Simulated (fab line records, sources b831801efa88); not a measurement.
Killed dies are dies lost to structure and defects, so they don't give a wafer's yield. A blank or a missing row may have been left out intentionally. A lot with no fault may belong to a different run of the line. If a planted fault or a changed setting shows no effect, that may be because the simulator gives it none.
fab line records :: flow sky130
record:
  lots: 6
  wafers: 18
  lastDay: 50
route steps=708 shown VT_ADJUST_LVTN@102 PAD_OPEN@708
lots that met no fault: taken from a fault-free run of the same line
startH: hours from the record's first day to the start of the lot's first wafer shown :: waitH: hours elapsed since this lot's preceding step :: " unchanged from the row above :: L1.1+2: several wafers, shown together as one row :: - no value, or no start given :: * or withheld: withheld :: < > ~ a bound
route shown NAME@n: NAME is a module with steps in the file, n the number in the route of the first one :: usual: mean/standard deviation taken from wafers without a fault :: same: alike in all rows :: chamber/n: place in a boat :: sites: per-site readings :: _std_site: standard deviation across them :: _edge_site: outer sites' mean less inner sites' :: radiusMm: how far each site lies from the wafer's centre :: mask NAME#n: copy n :: behind: the last tool/chamber to shape the wafer :: hold: reason for holding the lot/hours on hold/outcome of the hold :: device: the transistor (n, p or np) that didn't switch :: end of line: tests run on the same wafers once the route is complete :: for a step that has no rows: nothing shown but its recipe :: killed: the dies lost at the first sort to structure and to defects; this is not the yield of the wafer :: map: a wafer's dies, marking killed ones x, the rest . and places with no die _
set.NAME: setting as actually run; set.NAME@STEP: the setting as run at that earlier step :: model.NAME: the simulator's own value behind a step, which no gauge read
certain route steps with their lots: each step a table, each wafer a row
services: the hour from which a tool's chamber was out of use, counted from the record's first day as startH (under 0 if before that day), plus the number of hours and why
== steps ==
step: SKY_VT_ADJUST_LVTN_PEB_05
recipe:
  tempC: 115
  timeS: withheld
step: SKY_VT_ADJUST_LVTN_DEVELOP_06
recipe:
  wallAngleDeg: 90
  developer: TMAH
  developTimeS: 60
  devTempC: 23
step: SKY_VT_ADJUST_LVTN_OVL_MEAS_07
usual:
  VT_ADJUST_LVTN_OVL: -0.5/1.4
lot.wafer: L172.1
tool: overlay-01
chamber: -
startH: 206.62
waitH: -
VT_ADJUST_LVTN_OVL[nm]: -1.6

lot.wafer: L172.5
tool: overlay-01
chamber: -
startH: 206.62
waitH: -
VT_ADJUST_LVTN_OVL[nm]: 0.3

lot.wafer: L172.6
tool: overlay-01
chamber: -
startH: 206.62
waitH: -
VT_ADJUST_LVTN_OVL[nm]: -3.9

lot.wafer: L174.3
tool: overlay-01
chamber: -
startH: 220.14
waitH: -
VT_ADJUST_LVTN_OVL[nm]: 0.2

lot.wafer: L174.5
tool: overlay-01
chamber: -
startH: 220.14
waitH: -
VT_ADJUST_LVTN_OVL[nm]: -3.0

lot.wafer: L174.6
tool: overlay-01
chamber: -
startH: 220.14
waitH: -
VT_ADJUST_LVTN_OVL[nm]: -2.6

lot.wafer: L181.2
tool: overlay-01
chamber: -
startH: 265.29
waitH: -
VT_ADJUST_LVTN_OVL[nm]: 1.3

lot.wafer: L181.4
tool: overlay-01
chamber: -
startH: 265.29
waitH: -
VT_ADJUST_LVTN_OVL[nm]: 1.1

lot.wafer: L181.6
tool: overlay-01
chamber: -
startH: 265.29
waitH: -
VT_ADJUST_LVTN_OVL[nm]: -1.9

lot.wafer: L182.1
tool: overlay-01
chamber: -
startH: 276.55
waitH: -
VT_ADJUST_LVTN_OVL[nm]: -0.7

lot.wafer: L182.2
tool: overlay-01
chamber: -
startH: 276.55
waitH: -
VT_ADJUST_LVTN_OVL[nm]: -0.8

lot.wafer: L182.5
tool: overlay-01
chamber: -
startH: 276.55
waitH: -
VT_ADJUST_LVTN_OVL[nm]: -1.1

lot.wafer: L184.1
tool: overlay-01
chamber: -
startH: 284.49
waitH: -
VT_ADJUST_LVTN_OVL[nm]: -1.8

lot.wafer: L184.4
tool: overlay-01
chamber: -
startH: 284.49
waitH: -
VT_ADJUST_LVTN_OVL[nm]: -2.6

lot.wafer: L184.6
tool: overlay-01
chamber: -
startH: 284.49
waitH: -
VT_ADJUST_LVTN_OVL[nm]: -1.1

lot.wafer: L185.1
tool: overlay-01
chamber: -
startH: 292.17
waitH: -
VT_ADJUST_LVTN_OVL[nm]: -1.1

lot.wafer: L185.5
tool: overlay-01
chamber: -
startH: 292.17
waitH: -
VT_ADJUST_LVTN_OVL[nm]: -2.6

lot.wafer: L185.6
tool: overlay-01
chamber: -
startH: 292.17
waitH: -
VT_ADJUST_LVTN_OVL[nm]: -1.9
step: SKY_VT_ADJUST_LVTN_IMPLANT_08
recipe:
  species: B
  energyKev: 30
  doseCm2: 1.57e+12
  tiltDeg: withheld
step: SKY_VT_ADJUST_LVTN_STRIP_09
recipe:
  chemistry: O2/N2
  powerW: 1400
  pressureMtorr: 1500
  platenTempC: withheld
  o2FlowSccm: 3000
  n2FlowSccm: 300
  overashFraction: 0.5
usual:
  drypumpMotorCurrentA: 5.8/0.56
  o2FlowSccm: 3000/9.3
  oesProductAu: 0.722/0.0049
  stripTimeToEndpointS: 37.02/0.091
lot.wafer: L172.1
tool: plasmaAsher-02
chamber: 1
startH: 206.81
waitH: 0.1
drypumpMotorCurrentA: 6.3
o2FlowSccm: 2991
oesProductAu: 0.719
rfHoursCounterH: 52
stripTimeToEndpointS: 37.09

lot.wafer: L172.5
tool: plasmaAsher-02
chamber: 0
startH: 206.81
waitH: 0.1
drypumpMotorCurrentA: 6.4
o2FlowSccm: 3011
oesProductAu: 0.725
rfHoursCounterH: -
stripTimeToEndpointS: 37.02

lot.wafer: L172.6
tool: plasmaAsher-02
chamber: 1
startH: 206.81
waitH: 0.1
drypumpMotorCurrentA: 6.3
o2FlowSccm: 2993
oesProductAu: 0.728
rfHoursCounterH: -
stripTimeToEndpointS: 37.00

lot.wafer: L174.3
tool: plasmaAsher-04
chamber: 0
startH: 220.34
waitH: 0.1
drypumpMotorCurrentA: 5.1
o2FlowSccm: 3001
oesProductAu: 0.722
rfHoursCounterH: -
stripTimeToEndpointS: 37.03

lot.wafer: L174.5
tool: plasmaAsher-04
chamber: 1
startH: 220.34
waitH: 0.1
drypumpMotorCurrentA: 5.1
o2FlowSccm: 3007
oesProductAu: 0.721
rfHoursCounterH: -
stripTimeToEndpointS: 36.85

lot.wafer: L174.6
tool: plasmaAsher-04
chamber: 0
startH: 220.34
waitH: 0.1
drypumpMotorCurrentA: 5.1
o2FlowSccm: 2993
oesProductAu: 0.725
rfHoursCounterH: -
stripTimeToEndpointS: 36.97

lot.wafer: L181.2
tool: plasmaAsher-02
chamber: 0
startH: 265.47
waitH: 0.1
drypumpMotorCurrentA: 6.4
o2FlowSccm: 2995
oesProductAu: 0.717
rfHoursCounterH: 58
stripTimeToEndpointS: 37.13

lot.wafer: L181.4
tool: plasmaAsher-02
chamber: 1
startH: 265.47
waitH: 0.1
drypumpMotorCurrentA: 6.3
o2FlowSccm: 2997
oesProductAu: 0.722
rfHoursCounterH: -
stripTimeToEndpointS: 36.94

lot.wafer: L181.6
tool: plasmaAsher-02
chamber: 0
startH: 265.47
waitH: 0.1
drypumpMotorCurrentA: 6.4
o2FlowSccm: 2986
oesProductAu: 0.728
rfHoursCounterH: -
stripTimeToEndpointS: 37.09

lot.wafer: L182.1
tool: plasmaAsher-04
chamber: 0
startH: 276.73
waitH: 0.1
drypumpMotorCurrentA: 5.1
o2FlowSccm: 2997
oesProductAu: 0.726
rfHoursCounterH: 16
stripTimeToEndpointS: 37.03

lot.wafer: L182.2
tool: plasmaAsher-04
chamber: 1
startH: 276.73
waitH: 0.1
drypumpMotorCurrentA: 5.1
o2FlowSccm: 2997
oesProductAu: 0.723
rfHoursCounterH: 16
stripTimeToEndpointS: 37.17

lot.wafer: L182.5
tool: plasmaAsher-04
chamber: 1
startH: 276.73
waitH: 0.1
drypumpMotorCurrentA: 5.1
o2FlowSccm: 2994
oesProductAu: 0.724
rfHoursCounterH: -
stripTimeToEndpointS: 37.13

lot.wafer: L184.1
tool: plasmaAsher-02
chamber: 0
startH: 284.77
waitH: 0.2
drypumpMotorCurrentA: 6.4
o2FlowSccm: 2994
oesProductAu: 0.719
rfHoursCounterH: 61
stripTimeToEndpointS: 36.80

lot.wafer: L184.4
tool: plasmaAsher-02
chamber: 0
startH: 284.77
waitH: 0.2
drypumpMotorCurrentA: 6.4
o2FlowSccm: 2984
oesProductAu: 0.724
rfHoursCounterH: -
stripTimeToEndpointS: 36.90

lot.wafer: L184.6
tool: plasmaAsher-02
chamber: 0
startH: 284.77
waitH: 0.2
drypumpMotorCurrentA: 6.4
o2FlowSccm: 3015
oesProductAu: 0.720
rfHoursCounterH: -
stripTimeToEndpointS: 36.91

lot.wafer: L185.1
tool: plasmaAsher-02
chamber: 0
startH: 292.36
waitH: 0.1
drypumpMotorCurrentA: 6.4
o2FlowSccm: 3001
oesProductAu: 0.722
rfHoursCounterH: 62
stripTimeToEndpointS: 37.14

lot.wafer: L185.5
tool: plasmaAsher-02
chamber: 0
startH: 292.36
waitH: 0.1
drypumpMotorCurrentA: 6.4
o2FlowSccm: 2995
oesProductAu: 0.721
rfHoursCounterH: -
stripTimeToEndpointS: 36.98

lot.wafer: L185.6
tool: plasmaAsher-02
chamber: 1
startH: 292.36
waitH: 0.1
drypumpMotorCurrentA: 6.3
o2FlowSccm: 2998
oesProductAu: 0.725
rfHoursCounterH: -
stripTimeToEndpointS: 37.06
step: SKY_VT_ADJUST_LVTN_TW_MEAS_10
usual:
  VT_ADJUST_LVTN_TW: 242.3/1.8
lot.wafer: L172.1
tool: filmMetro-02
chamber: -
startH: 206.91
waitH: 0.1
VT_ADJUST_LVTN_TW: 240.2

lot.wafer: L172.5
tool: filmMetro-02
chamber: -
startH: 206.91
waitH: 0.1
VT_ADJUST_LVTN_TW: 239.7

lot.wafer: L172.6
tool: filmMetro-02
chamber: -
startH: 206.91
waitH: 0.1
VT_ADJUST_LVTN_TW: 239.5

lot.wafer: L174.3
tool: filmMetro-01
chamber: -
startH: 220.43
waitH: 0.1
VT_ADJUST_LVTN_TW: 244.8

lot.wafer: L174.5
tool: filmMetro-01
chamber: -
startH: 220.43
waitH: 0.1
VT_ADJUST_LVTN_TW: 243.8

lot.wafer: L174.6
tool: filmMetro-01
chamber: -
startH: 220.43
waitH: 0.1
VT_ADJUST_LVTN_TW: 244.8

lot.wafer: L181.2
tool: filmMetro-03
chamber: -
startH: 265.58
waitH: 0.1
VT_ADJUST_LVTN_TW: 241.2

lot.wafer: L181.4
tool: filmMetro-03
chamber: -
startH: 265.58
waitH: 0.1
VT_ADJUST_LVTN_TW: 241.3

lot.wafer: L181.6
tool: filmMetro-03
chamber: -
startH: 265.58
waitH: 0.1
VT_ADJUST_LVTN_TW: 240.0

lot.wafer: L182.1
tool: filmMetro-01
chamber: -
startH: 276.83
waitH: 0.1
VT_ADJUST_LVTN_TW: 241.6

lot.wafer: L182.2
tool: filmMetro-01
chamber: -
startH: 276.83
waitH: 0.1
VT_ADJUST_LVTN_TW: 244.0

lot.wafer: L182.5
tool: filmMetro-01
chamber: -
startH: 276.83
waitH: 0.1
VT_ADJUST_LVTN_TW: 244.6

lot.wafer: L184.1
tool: filmMetro-01
chamber: -
startH: 284.87
waitH: 0.1
VT_ADJUST_LVTN_TW: 242.5

lot.wafer: L184.4
tool: filmMetro-01
chamber: -
startH: 284.87
waitH: 0.1
VT_ADJUST_LVTN_TW: 243.5

lot.wafer: L184.6
tool: filmMetro-01
chamber: -
startH: 284.87
waitH: 0.1
VT_ADJUST_LVTN_TW: 242.7

lot.wafer: L185.1
tool: filmMetro-03
chamber: -
startH: 292.46
waitH: 0.1
VT_ADJUST_LVTN_TW: 241.0

lot.wafer: L185.5
tool: filmMetro-03
chamber: -
startH: 292.46
waitH: 0.1
VT_ADJUST_LVTN_TW: 240.6

lot.wafer: L185.6
tool: filmMetro-03
chamber: -
startH: 292.46
waitH: 0.1
VT_ADJUST_LVTN_TW: 240.3
step: SKY_VT_ADJUST_LVTN_DEHYDRATE_11
recipe:
  tempC: 200
  timeS: 60
step: SKY_VT_ADJUST_LVTN_HMDS_12
recipe:
  primeTimeS: 60
  primeTempC: 120
step: SKY_VT_ADJUST_LVTN_COAT_13
recipe:
  resist: NOVOLAK
  spinRpm: 3000
  resistThkNm: 1140
step: SKY_VT_ADJUST_LVTN_SOFTBAKE_14
recipe:
  tempC: 90
  timeS: 60
  resist: NOVOLAK
step: SKY_VT_ADJUST_LVTN_EXPOSE_15
recipe:
  maskId: HVN_STD_DERIVED
  na: 0.6
  sourceShape: conventional
  sigmaOuter: 0.6
  polarization: unpolarized
  targetCdNm: 600
  doseMj: 163
step: SKY_VT_ADJUST_LVTN_PEB_16
recipe:
  tempC: withheld
  timeS: *
  resist: NOVOLAK
step: SKY_VT_ADJUST_LVTN_DEVELOP_17
recipe:
  resist: NOVOLAK
  developer: TMAH
  developTimeS: 60
  devTempC: 23
usual:
  developerTempC: 23.00/0.095
lot.wafer: L172.1
tool: lithoTrack-02
chamber: 0
startH: 228.65
waitH: 0.1
developerTempC: 23.14

lot.wafer: L172.5
tool: lithoTrack-02
chamber: 0
startH: 228.65
waitH: 0.1
developerTempC: 23.03

lot.wafer: L172.6
tool: lithoTrack-02
chamber: 0
startH: 228.65
waitH: 0.1
developerTempC: 23.01

lot.wafer: L174.3
tool: lithoTrack-04
chamber: 0
startH: 242.69
waitH: 0.1
developerTempC: 23.09

lot.wafer: L174.5
tool: lithoTrack-04
chamber: 0
startH: 242.69
waitH: 0.1
developerTempC: 22.99

lot.wafer: L174.6
tool: lithoTrack-04
chamber: 0
startH: 242.69
waitH: 0.1
developerTempC: 22.94

lot.wafer: L181.2
tool: lithoTrack-04
chamber: 0
startH: 290.66
waitH: 0.1
developerTempC: 22.01

lot.wafer: L181.4
tool: lithoTrack-04
chamber: 0
startH: 290.66
waitH: 0.1
developerTempC: 22.11

lot.wafer: L181.6
tool: lithoTrack-04
chamber: 0
startH: 290.66
waitH: 0.1
developerTempC: 21.90

lot.wafer: L182.1
tool: lithoTrack-04
chamber: 0
startH: 302.19
waitH: 0.1
developerTempC: 22.10

lot.wafer: L182.2
tool: lithoTrack-04
chamber: 0
startH: 302.19
waitH: 0.1
developerTempC: 22.18

lot.wafer: L182.5
tool: lithoTrack-04
chamber: 0
startH: 302.19
waitH: 0.1
developerTempC: 22.25

lot.wafer: L184.1
tool: lithoTrack-02
chamber: 0
startH: 310.60
waitH: 0.1
developerTempC: 22.87

lot.wafer: L184.4
tool: lithoTrack-02
chamber: 0
startH: 310.60
waitH: 0.1
developerTempC: 22.90

lot.wafer: L184.6
tool: lithoTrack-02
chamber: 0
startH: 310.60
waitH: 0.1
developerTempC: 22.96

lot.wafer: L185.1
tool: lithoTrack-03
chamber: 0
startH: 318.22
waitH: 0.1
developerTempC: 23.07

lot.wafer: L185.5
tool: lithoTrack-03
chamber: 0
startH: 318.22
waitH: 0.1
developerTempC: 22.96

lot.wafer: L185.6
tool: lithoTrack-03
chamber: 0
startH: 318.22
waitH: 0.1
developerTempC: 23.03
step: SKY_VT_ADJUST_LVTN_OVL_MEAS_18
usual:
  VT_ADJUST_LVTN_01_OVL: -0.3/1.2
lot.wafer: L172.1
tool: overlay-01
chamber: -
startH: 228.80
waitH: 0.1
VT_ADJUST_LVTN_01_OVL[nm]: 0.7

lot.wafer: L172.5
tool: overlay-01
chamber: -
startH: 228.80
waitH: 0.1
VT_ADJUST_LVTN_01_OVL[nm]: -2.7

lot.wafer: L172.6
tool: overlay-01
chamber: -
startH: 228.80
waitH: 0.1
VT_ADJUST_LVTN_01_OVL[nm]: -1.9

lot.wafer: L174.3
tool: overlay-02
chamber: -
startH: 242.80
waitH: 0.1
VT_ADJUST_LVTN_01_OVL[nm]: -0.5

lot.wafer: L174.5
tool: overlay-02
chamber: -
startH: 242.80
waitH: 0.1
VT_ADJUST_LVTN_01_OVL[nm]: -0.8

lot.wafer: L174.6
tool: overlay-02
chamber: -
startH: 242.80
waitH: 0.1
VT_ADJUST_LVTN_01_OVL[nm]: -0.5

lot.wafer: L181.2
tool: overlay-02
chamber: -
startH: 290.79
waitH: 0.1
VT_ADJUST_LVTN_01_OVL[nm]: -0.2

lot.wafer: L181.4
tool: overlay-02
chamber: -
startH: 290.79
waitH: 0.1
VT_ADJUST_LVTN_01_OVL[nm]: 1.2

lot.wafer: L181.6
tool: overlay-02
chamber: -
startH: 290.79
waitH: 0.1
VT_ADJUST_LVTN_01_OVL[nm]: -0.9

lot.wafer: L182.1
tool: overlay-02
chamber: -
startH: 302.34
waitH: 0.1
VT_ADJUST_LVTN_01_OVL[nm]: 1.0

lot.wafer: L182.2
tool: overlay-02
chamber: -
startH: 302.34
waitH: 0.1
VT_ADJUST_LVTN_01_OVL[nm]: -0.8

lot.wafer: L182.5
tool: overlay-02
chamber: -
startH: 302.34
waitH: 0.1
VT_ADJUST_LVTN_01_OVL[nm]: 0.6

lot.wafer: L184.1
tool: overlay-01
chamber: -
startH: 310.75
waitH: 0.1
VT_ADJUST_LVTN_01_OVL[nm]: 0.0

lot.wafer: L184.4
tool: overlay-01
chamber: -
startH: 310.75
waitH: 0.1
VT_ADJUST_LVTN_01_OVL[nm]: -1.1

lot.wafer: L184.6
tool: overlay-01
chamber: -
startH: 310.75
waitH: 0.1
VT_ADJUST_LVTN_01_OVL[nm]: -1.5

lot.wafer: L185.1
tool: overlay-02
chamber: -
startH: 318.37
waitH: 0.1
VT_ADJUST_LVTN_01_OVL[nm]: 0.7

lot.wafer: L185.5
tool: overlay-02
chamber: -
startH: 318.37
waitH: 0.1
VT_ADJUST_LVTN_01_OVL[nm]: 0.5

lot.wafer: L185.6
tool: overlay-02
chamber: -
startH: 318.37
waitH: 0.1
VT_ADJUST_LVTN_01_OVL[nm]: 0.6
step: SKY_PAD_OPEN_PROBE_99
usual:
  killed_at_M0_to_M3: 43/7.4
  killed_at_M4_up: 3.1/1.9
  killedAtContacts: 25/5.4
  killedAtFrontEnd: 15/4.3
  killedAtOther: 0.3/0.54
  killedDies: 86/10
  killedOpen: 46/7.4
  killedShort: 40/7
same:
  grossDies: 492
  killedAtBackSide: 0
lot.wafer: L174.3
tool: prober-01
chamber: -
startH: 1151.08
waitH: 0.2
killed_at_M0_to_M3: 49
killed_at_M4_up: 2
killedAtContacts: 25
killedAtFrontEnd: 17
killedAtOther: 0
killedDies: 93
killedOpen: 44
killedShort: 49

lot.wafer: L174.5
tool: prober-01
chamber: -
startH: 1151.18
waitH: 0.2
killed_at_M0_to_M3: 52
killed_at_M4_up: 0
killedAtContacts: 38
killedAtFrontEnd: 10
killedAtOther: 0
killedDies: 100
killedOpen: 59
killedShort: 41

lot.wafer: L174.6
tool: prober-01
chamber: -
startH: 1151.23
waitH: 0.2
killed_at_M0_to_M3: 45
killed_at_M4_up: 0
killedAtContacts: 25
killedAtFrontEnd: 13
killedAtOther: 1
killedDies: 84
killedOpen: 53
killedShort: 30
killed by level:class
L174.3 VIA1:geometricParticle:open=9 CONTACT:geometricParticle:open=8 VIA2:geometricParticle:open=7 LOCAL_INTERCONNECT:geometricParticle:short=6 VIA1:geometricParticle:short=6 LI_CONTACT:geometricParticle:short=5 METAL1:geometricParticle:short=5 METAL3:geometricParticle:short=5
L174.5 CONTACT:geometricParticle:open=15 VIA1:geometricParticle:open=14 LI_CONTACT:geometricParticle:open=8 LI_CONTACT:geometricParticle:short=6 METAL1:geometricParticle:short=6 VIA1:geometricParticle:short=6 VIA2:geometricParticle:open=5 LOCAL_INTERCONNECT:geometricParticle:short=4
L174.6 VIA1:geometricParticle:open=13 LI_CONTACT:geometricParticle:open=8 CONTACT:geometricParticle:open=8 VIA2:geometricParticle:open=7 VIA3:geometricParticle:open=5 POLY_GATE:geometricParticle:open=4 POLY_GATE:geometricParticle:short=4 LI_CONTACT:geometricParticle:short=4
== services ==
tool: plasmaAsher-04
chamber: -
startH: 277.87
hours: 0.9
kind: repair

tool: plasmaAsher-04
chamber: -
startH: 278.74
hours: 14.6
kind: pm
== key ==
firstSign:
  step: SKY_VT_ADJUST_LVTN_DEVELOP_17
  reading: developerTempC
  direction: down
  sigmas: 9.6
  usual: *
  struck: *
effect none on later readings
metAt SKY_VT_ADJUST_LVTN_DEVELOP_17
struckWafers L181.2,L181.4,L181.6,L182.1,L182.2,L182.5
testerLeftOut L181,L182
onsetBetween 242.69 290.66
fault:
  kind: processParameterDrift
  tool: lithoTrack-04
  chamber: -
  onsetH: 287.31
  steps: SKY_VT_ADJUST_LVTN_DEVELOP_17
  channel: devTempC
  offset: *
  shape: step
  endH: 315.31
  actsIn: *
  stated: *
testerLeftOut: of these lots the tester's yield and bins aren't shown, on N5 and GAA mostly nor the transistor test; their killed dies are dies lost to structure and defects alone, not to doping, threshold or leakage, so they don't give the yield
